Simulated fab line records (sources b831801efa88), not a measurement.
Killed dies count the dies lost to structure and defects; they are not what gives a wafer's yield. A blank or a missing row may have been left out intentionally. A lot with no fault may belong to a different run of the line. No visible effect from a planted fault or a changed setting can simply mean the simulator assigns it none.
Which tool is to blame? | flow sky130 | 13 lots with 39 wafers sampled at 4 steps, on a route of 708 steps

== WHAT THE GAUGES READ, wafer by wafer ==
SKY_CAP2M_THK_MEAS_01.
lot  | measured     | on           | CAP2M_CVD_00_THK (nm)
L186 | day 39 14:29 | filmMetro-04 | 15.43 15.40 15.71
L187 | day 40 02:13 | filmMetro-03 | 15.50 15.43 15.70
L188 | day 40 07:50 | filmMetro-03 | 15.63 15.75 15.63
L191 | day 41 08:11 | filmMetro-03 | 15.05 15.52 15.54
L192 | day 41 12:53 | filmMetro-04 | 15.71 15.81 15.75
L194 | day 42 06:37 | filmMetro-04 | 15.68 15.84 15.78
L195 | day 42 09:46 | filmMetro-03 | 15.51 15.61 15.64
L197 | day 42 23:01 | filmMetro-03 | 15.22 15.38 15.70
L199 | day 43 11:51 | filmMetro-03 | 15.43 15.42 15.55
L206 | day 45 11:11 | filmMetro-02 | 15.39 15.50 15.60
L207 | day 45 15:39 | filmMetro-03 | 15.27 15.59 15.37
L208 | day 45 23:11 | filmMetro-03 | 15.35 15.29 15.67
L209 | day 46 12:01 | filmMetro-03 | 15.63 15.53 15.86

SKY_PASSIVATION_THK_MEAS_01.
lot  | measured     | on           | PASSIVATION_CVD_00_THK (nm)
L186 | day 43 17:17 | filmMetro-01 | 89.6 90.4 91.7
L187 | day 44 04:02 | filmMetro-01 | 91.7 91.3 92.7
L188 | day 44 11:04 | filmMetro-02 | 86.9 90.8 88.9
L191 | day 45 08:47 | filmMetro-02 | 89.1 89.7 89.7
L192 | day 45 11:56 | filmMetro-02 | 89.4 90.3 89.3
L194 | day 46 03:47 | filmMetro-04 | 91.8 92.3 91.8
L195 | day 46 06:26 | filmMetro-04 | 90.1 91.4 89.4
L197 | day 46 17:28 | filmMetro-04 | 88.4 88.9 91.1
L199 | day 47 06:19 | filmMetro-02 | 90.9 89.8 90.4
L206 | day 48 21:11 | filmMetro-02 | 88.5 88.6 90.8
L207 | day 49 02:34 | filmMetro-01 | 91.0 91.9 91.0
L208 | day 49 07:07 | filmMetro-01 | 89.1 88.1 89.9
L209 | day 49 19:40 | filmMetro-01 | 88.5 89.5 90.3

== TOOL THAT RAN EACH LOT (tool first, then ch and the chambers of the sampled wafers, then the start) ==
lot  | SKY_METAL5_SPUTTER_01       | SKY_PASSIVATION_CVD_00
L186 | pvdSputter-01, day 42 18:22 | pecvd-04 ch 0,2, day 43 17:15
L187 | pvdSputter-03, day 43 04:24 | pecvd-01 ch 0,1, day 44 04:00
L188 | pvdSputter-02, day 43 11:06 | pecvd-02 ch 0,1,2, day 44 11:02
L191 | pvdSputter-01, day 44 10:08 | pecvd-02 ch 0,2, day 45 08:45
L192 | pvdSputter-02, day 44 13:31 | pecvd-02 ch 0,2, day 45 11:53
L194 | pvdSputter-01, day 45 05:48 | pecvd-01 ch 0,1,2, day 46 03:43
L195 | pvdSputter-01, day 45 08:12 | pecvd-04 ch 0,1, day 46 06:24
L197 | pvdSputter-01, day 45 20:46 | pecvd-02 ch 0,2, day 46 17:26
L199 | pvdSputter-01, day 46 09:30 | pecvd-04 ch 0,1,2, day 47 06:17
L206 | pvdSputter-03, day 48 02:04 | pecvd-01 ch 0,2, day 48 21:09
L207 | pvdSputter-03, day 48 07:47 | pecvd-01 ch 0,2, day 49 02:31
L208 | pvdSputter-01, day 48 12:55 | pecvd-02 ch 0,1,2, day 49 07:05
L209 | pvdSputter-03, day 49 01:07 | pecvd-02 ch 0,1,2, day 49 19:39
- SKY_METAL5_SPUTTER_01: material TiN, target thk 20 nm, time 16.7 s.
- SKY_PASSIVATION_CVD_00: deposits SiO2, target thk 90 nm.

== WHAT THE TOOLS THEMSELVES READ (means of the sampled wafers that have a number; where no wafer has one, the mark that the record gives instead) ==
SKY_METAL5_SPUTTER_01.
lot  | tool          | cathodeDcPowerW (W) | throttleValvePct (%)
L186 | pvdSputter-01 | 6499.8              | 28.5
L187 | pvdSputter-03 | 6501.0              | 30.6
L188 | pvdSputter-02 | 6499.8              | 30.3
L191 | pvdSputter-01 | 6499.9              | 30.4
L192 | pvdSputter-02 | 6499.8              | 30.1
L194 | pvdSputter-01 | 6501.1              | 28.7
L195 | pvdSputter-01 | 6500.0              | 29.3
L197 | pvdSputter-01 | 6612.5              | 28.4
L199 | pvdSputter-01 | 6556.8              | 28.7
L206 | pvdSputter-03 | 6502.1              | 30.1
L207 | pvdSputter-03 | 6500.1              | 30.3
L208 | pvdSputter-01 | 6500.4              | 28.5
L209 | pvdSputter-03 | 6500.8              | 30.5

SKY_PASSIVATION_CVD_00.
lot  | tool     | heaterPowerW (W)
L186 | pecvd-04 | 638
L187 | pecvd-01 | 553
L188 | pecvd-02 | 698
L191 | pecvd-02 | 665
L192 | pecvd-02 | 590
L194 | pecvd-01 | 653
L195 | pecvd-04 | 599
L197 | pecvd-02 | 657
L199 | pecvd-04 | 661
L206 | pecvd-01 | 599
L207 | pecvd-01 | 601
L208 | pecvd-02 | 720
L209 | pecvd-02 | 698

== THE ANSWER, worked out from the rows above alone ==
Rule: the lots themselves supply what counts as usual. Put in order of their means at a reading, lots are off if they are a third of the lots or fewer, leave a main group of 4 or more, and stand apart from it by a gap of 3 or more times the standard deviation of the main group's means; of several such gaps the widest counts. If all means in a main group match to the digits the tables above print for the reading, that group is not used. A lot without any number at a reading at which 4 lots or more have one is off too. The other lots that the step has rows for count as sound. The gauges are gone through in route order, then the tools' own readings, and for those a lot's mean is taken as printed above. The first step at which some lot is off is used, and at that step the reading that is off furthest; a lot without a number counts as furthest.
Off: L197, L199, at SKY_METAL5_SPUTTER_01 (cathodeDcPowerW). Mean 6500.4 W and standard deviation 0.7 in the main group.
If a tool, at that step or one of the process steps before it, ran each lot that is off and ran no sound lot following the first of them, it fits. No candidate that was tried fits.

== WHAT HAD BEEN PUT IN BY THE SIMULATOR ==
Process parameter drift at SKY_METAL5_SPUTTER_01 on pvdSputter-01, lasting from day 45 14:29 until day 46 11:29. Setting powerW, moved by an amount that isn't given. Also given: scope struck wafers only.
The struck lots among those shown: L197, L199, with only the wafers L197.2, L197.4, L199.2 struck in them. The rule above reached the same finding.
